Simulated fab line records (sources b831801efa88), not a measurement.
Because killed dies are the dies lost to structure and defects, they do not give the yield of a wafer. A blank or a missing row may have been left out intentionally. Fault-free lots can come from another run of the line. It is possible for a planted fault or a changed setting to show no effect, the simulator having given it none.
Struck lot and sound lot, side by side ; flow sky130 ; 44 out of 708 route steps
Sound: the wafers L215.2, L215.3, L215.5. Struck: wafer L208.1; the same lot's L208.6 was not struck, so it is left out; see the end for the cause.
Order at every step that has rows: each side's tool, ch and its chambers, its first start. Under that, the readings that differ: sound wafers ; struck wafers ; difference of the means ; sigmas: that difference in standard deviations of wafers without a fault.
alike: same words and numbers on both sides, and readings whose means sit less than 2 such deviations apart. not compared: any withheld reading, any reading some wafer has no value for, any bound like >300 that may hide the same value, and any number with overlapping values for which the record gives no deviation.
The two part at a step that has a row with sigmas, a row that says differs or no value, or rows on one side only. Numbers that have no deviation but don't overlap get no sigmas and don't part them. A reading missing from all wafers of one side parts the sides only when that side holds two or more wafers.

first, 6 steps without rows for these wafers: SKY_VIA3_ETCH_15 (etches SiO2 in C4F8/O2/Ar, stops on TiN, target depth 507 nm, time 78 s); SKY_VIA3_STRIP_16 (strips in O2/N2); SKY_VIA3_STRIP_17 (strips in post etch residue remover, time 1200 s); SKY_VIA3_CLEAN_18 (cleans in IPA, time 180 s); SKY_VIA3_CLEAN_19 (cleans in O3/DIW); SKY_VIA3_SPUTTER_20 (material TiN, target thk 20 nm, time 80 s).
SKY_VIA3_CVD_21: deposits W, target thk 390 nm, time 117.31 s.
  sound on cvd-w-02 ch 0,1, day 44 01:50; struck on cvd-w-01 ch 0, day 42 16:23
  alike: heater-power-w
SKY_VIA3_RS_MEAS_22: measures by four-point-probe.
  struck on film-metro-02, day 42 16:30; sound on film-metro-01, day 44 01:59
  alike: VIA3_W_RS
SKY_VIA3_THK_MEAS_23: measures by xrf.
  struck on film-metro-02, day 42 16:37; sound on film-metro-01, day 44 02:05
  alike: VIA3_W_THK
SKY_VIA3_CMP_24: polishes, stops on SiO2, t overpolish 20 s, target thk 0 nm.
  sound on cmp-02 ch 0,1,2, day 44 02:11; struck on cmp-02 ch 1, day 42 16:50
  alike: motor-current-A, overpolish-run-s, time-to-endpoint-s
SKY_METAL4_SPUTTER_00: material Ti, target thk 15 nm, time 10 s.
  struck on pvd-sputter-01, day 42 17:05; sound on pvd-sputter-03, day 44 02:28
reading;sound;struck;difference;sigmas
throttle-valve-pct (%);28.9 29.2 29.4;31.6;+2.4;+3
SKY_METAL4_SPUTTER_01: material TiN, target thk 20 nm, time 16.7 s.
  struck on pvd-sputter-01, day 42 17:07; sound on pvd-sputter-03, day 44 02:29
reading;sound;struck;difference;sigmas
throttle-valve-pct (%);28.8 29.4 29.4;31.4;+2.2;+3
SKY_METAL4_SPUTTER_02: material AlCu, target thk 735 nm, time 39.1 s.
  struck on pvd-sputter-01, day 42 17:08; sound on pvd-sputter-03, day 44 02:31
reading;sound;struck;difference;sigmas
throttle-valve-pct (%);29.0 29.3 29.1;31.6;+2.5;+3
model.AlCu_of_METAL4_SPUTTER_02.thk-nm (nm);724.4 728.3 730.6;472.5;-255.3;
then, 3 steps without rows for these wafers: SKY_METAL4_SPUTTER_03 (material Ti, target thk 5 nm, time 3.3 s); SKY_METAL4_SPUTTER_04 (material TiN, target thk 70 nm, time 58.3 s); SKY_CAP2M_CVD_00 (deposits SiO2, target thk 15.5 nm).
SKY_CAP2M_THK_MEAS_01:
  struck on film-metro-04, day 42 17:16; sound on film-metro-02, day 44 02:39
  alike: CAP2M_CVD_00_THK
then, 1 step without rows for these wafers: SKY_CAP2M_SPUTTER_02 (material TiN, target thk 200 nm, time 166.7 s).
SKY_CAP2M_RS_MEAS_03: measures by four-point-probe.
  struck on film-metro-02, day 42 17:26; sound on film-metro-02, day 44 02:50
  alike: CAP2M_TIN_RS
SKY_CAP2M_THK_MEAS_04: measures by xrf.
  struck on film-metro-02, day 42 17:34; sound on film-metro-02, day 44 02:56
  alike: CAP2M_TIN_THK
then, 7 steps without rows for these wafers: SKY_CAP2M_DEHYDRATE_05 (time 60 s); SKY_CAP2M_HMDS_06 (prime time 60 s); SKY_CAP2M_COAT_07 (resist thk 1140 nm); SKY_CAP2M_SOFTBAKE_08 (time 60 s); SKY_CAP2M_EXPOSE_09 (exposes mask CAP2M, target cd 1000 nm); SKY_CAP2M_PEB_10; SKY_CAP2M_DEVELOP_11 (develop time 60 s).
SKY_CAP2M_OVL_MEAS_12:
  struck on overlay-02, day 43 16:10; sound on overlay-01, day 45 00:07
  alike: CAP2M_OVL
then, 1 step without rows for these wafers: SKY_CAP2M_METAL_ETCH_13 (etches TiN in Cl2/BCl3, stops on SiO2, target depth 220 nm, time 62.9 s).
SKY_CAP2M_STRIP_14: strips in O2/N2.
  sound on plasma-asher-03 ch 0,1, day 45 00:13; struck on plasma-asher-02 ch 0, day 43 16:16
  alike: drypump-motor-current-A, oes-product-au, strip-time-to-endpoint-s
  not compared: rf-hours-counter-h
then, 11 steps without rows for these wafers: SKY_CAP2M_STRIP_15 (strips in post etch residue remover, time 1200 s); SKY_CAP2M_CLEAN_16 (cleans in IPA, time 180 s); SKY_CAP2M_CLEAN_17 (cleans in O3/DIW); SKY_METAL4_DEHYDRATE_05 (time 60 s); SKY_METAL4_HMDS_06 (prime time 60 s); SKY_METAL4_COAT_07 (resist thk 60 nm); SKY_METAL4_COAT_08 (resist thk 1140 nm); SKY_METAL4_SOFTBAKE_09 (time 90 s); SKY_METAL4_EXPOSE_10 (exposes mask MM4, target cd 300 nm); SKY_METAL4_PEB_11; SKY_METAL4_DEVELOP_12 (develop time 60 s).
SKY_METAL4_CD_MEAS_13: the cd target is 300 nm.
  struck on cd-sem-01, day 44 15:27; sound on cd-sem-02, day 45 22:04
  alike: cd-nm
SKY_METAL4_METAL_ETCH_18: etches the open film in Cl2/BCl3, stops on SiO2, target depth 845 nm, time 183.1 s.
  sound on rie-metal-02 ch 0,1, day 45 22:22; struck on rie-metal-01 ch 0, day 44 15:46
reading;sound;struck;difference;sigmas
oes-product-au (a.u.);0.854 0.857 0.866;0.716;-0.143;-22
  alike: drypump-motor-current-A, throttle-valve-pct
  not compared: rf-hours-counter-h
-- the record jumps here: 4 days lie between the struck wafers' starts before and after (it left off in module METAL4 and takes up again in module PAD_OPEN, whose first step shown is number 708 of the route) --
SKY_PAD_OPEN_PROBE_99:
  struck on prober-01, day 48 08:56; sound on prober-02, day 49 10:50
reading;sound;struck;difference;sigmas
killed-at-other;1 1 1;0;-1;-2
killed-short;30 42 37;51;+15;+3
sort_bin_3_pad_short (%);0.2 0.8 1.0;1.6;+0.9;+2
model.etest.met4.line-ohm-um;0.1451 0.1448 0.1363;0.2214;+0.0793;
model.etest.via4-chain.rc-ohm;0.7748 0.8003 0.806;0.8639;+0.0702;
model.etest.met4.rs-ohm-sq;0.04324 0.04328 0.04253;0.06702;+0.02400;
  alike: defect-limited-yield, killed_at_M0_to_M3, killed_at_M4_up, killed-at-contacts, killed-at-front-end, killed-dies, killed-open, sort_bin_5_function, sort_bin_6_memory, sort-n-pass, sort-yield-pct

WHERE THEY PART
Last at SKY_PAD_OPEN_PROBE_99 as far as this record goes, first at SKY_METAL4_SPUTTER_00.

WHY: whatever the simulator had introduced
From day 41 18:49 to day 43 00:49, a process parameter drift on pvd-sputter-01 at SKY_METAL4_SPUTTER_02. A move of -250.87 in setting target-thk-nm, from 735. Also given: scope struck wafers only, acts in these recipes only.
